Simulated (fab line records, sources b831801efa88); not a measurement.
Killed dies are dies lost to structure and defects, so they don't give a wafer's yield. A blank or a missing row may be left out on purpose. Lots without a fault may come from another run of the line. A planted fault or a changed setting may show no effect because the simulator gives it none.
Chamber matching | flow gf180mcu | GF_CONTACT_CVD_02 on pecvd-02: 3 sister chambers
The step deposits SiO2 from TEOS, target thk 860 nm, time 95.992 s. 14 wafers are shown with their chamber, then 7 later ones without.

WAFERS WITH THEIR CHAMBER
wafer  | chamber | heater_power_w (W)
L810.1 | 1       | 743
L810.3 | 2       | 701
L810.4 | 1       | 794
L813.3 | 0       | 778
L813.5 | 0       | 815
L813.6 | 1       | 763
L814.1 | 1       | 654
L814.4 | 1       | 765
L814.6 | 0       | 767
L821.1 | 2       | 757
L821.2 | 1       | 695
L821.3 | 2       | 784
L822.2 | 0       | 741
L822.5 | 0       | 789

SIGNATURES (means of the wafers above)
reading        | chamber 0 | chamber 1 | chamber 2 | scatter within a chamber
heater_power_w | 778.00    | 735.67    | 747.33    | 42.6
Rule: a wafer's distance from a chamber is the root of the sum, over the readings, of the square of ((its reading less the chamber's mean) divided by the reading's scatter). The wafer belongs to the nearest chamber; if the next one is less than 2 further off, it can't be placed. The scatter: the root of (the sum of the squares of (reading less its chamber's mean) over the shown wafers, divided by (wafers less chambers)).

WAFERS WITHOUT THEIR CHAMBER
wafer  | heater_power_w (W)
L822.6 | 775
L824.1 | 773
L824.2 | 753
L824.6 | 744
L827.3 | 704
L827.5 | 693
L827.6 | 761

WHICH CHAMBER EACH WENT THROUGH
wafer  | from the rows above          | in truth
L822.6 | can't be placed: 0 or 2 or 1 | 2
L824.1 | can't be placed: 0 or 2 or 1 | 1
L824.2 | can't be placed: 2 or 1 or 0 | 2
L824.6 | can't be placed: 2 or 1 or 0 | 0
L827.3 | can't be placed: 1 or 2 or 0 | 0
L827.5 | can't be placed: 1 or 2 or 0 | 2
L827.6 | can't be placed: 2 or 0 or 1 | 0
Placed correctly: 0 of 7. Can't be placed from these rows: 7 (the true chamber is among the candidates in 7). Placed wrongly: 0.
